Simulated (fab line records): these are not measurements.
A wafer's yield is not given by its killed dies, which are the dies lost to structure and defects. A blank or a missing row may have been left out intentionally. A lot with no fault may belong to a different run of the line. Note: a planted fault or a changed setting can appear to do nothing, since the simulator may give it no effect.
2 desks, one fault -- flow gf180mcu -- each desk holds nothing but its own numbers, with what lay behind them at the end

THE METROLOGY DESK
What the gauges read for every lot (on any tool): the sampled wafers with a number, averaged. Marked OUT: a lot whose mean sits more than 4 standard deviations from the usual mean, which makes it out of limits; the brackets give that distance.
Columns: A = cd nm at GF_V5_CD_MEAS_14, usual 260.0 nm; B = V5_OVL at GF_V5_OVL_MEAS_15, usual 0 nm
lot,first seen here,A,B
L743,day 27 03:54,260.1,-8
L751,day 30 03:26,260.8,7
L753,day 30 21:06,261.0,4
L754,day 31 01:58,258.9,5
L761,day 32 12:50,261.7,2
L762,day 32 19:15,259.6,-10
This desk found nothing out of limits on any of the 6 lots.

DESK OF THE TOOL OWNER: wet bench-01
The tool's own readings at GF_V5_STRIP_19 (strips in post etch residue remover, time 1200 s): means of the sampled wafers that have a number, for each lot that ran on this tool. Marked OUT: a lot whose mean sits more than 4 standard deviations from the usual mean, which makes it out of limits; the brackets give that distance.
Columns: A = bath guard temp C at GF_V5_STRIP_19, usual 72.6 C; B = bath heat duty pct at GF_V5_STRIP_19, usual 14.7 %
lot,first seen here,A,B
L743,day 27 04:19,72.1,15.2
This desk's finding: nothing out of limits on the one lot.

TAKEN TOGETHER
From the metrology desk's view, nothing was out of limits.
The tool owner's desk saw nothing out of limits.

WHAT HAD BEEN PUT IN BY THE SIMULATOR
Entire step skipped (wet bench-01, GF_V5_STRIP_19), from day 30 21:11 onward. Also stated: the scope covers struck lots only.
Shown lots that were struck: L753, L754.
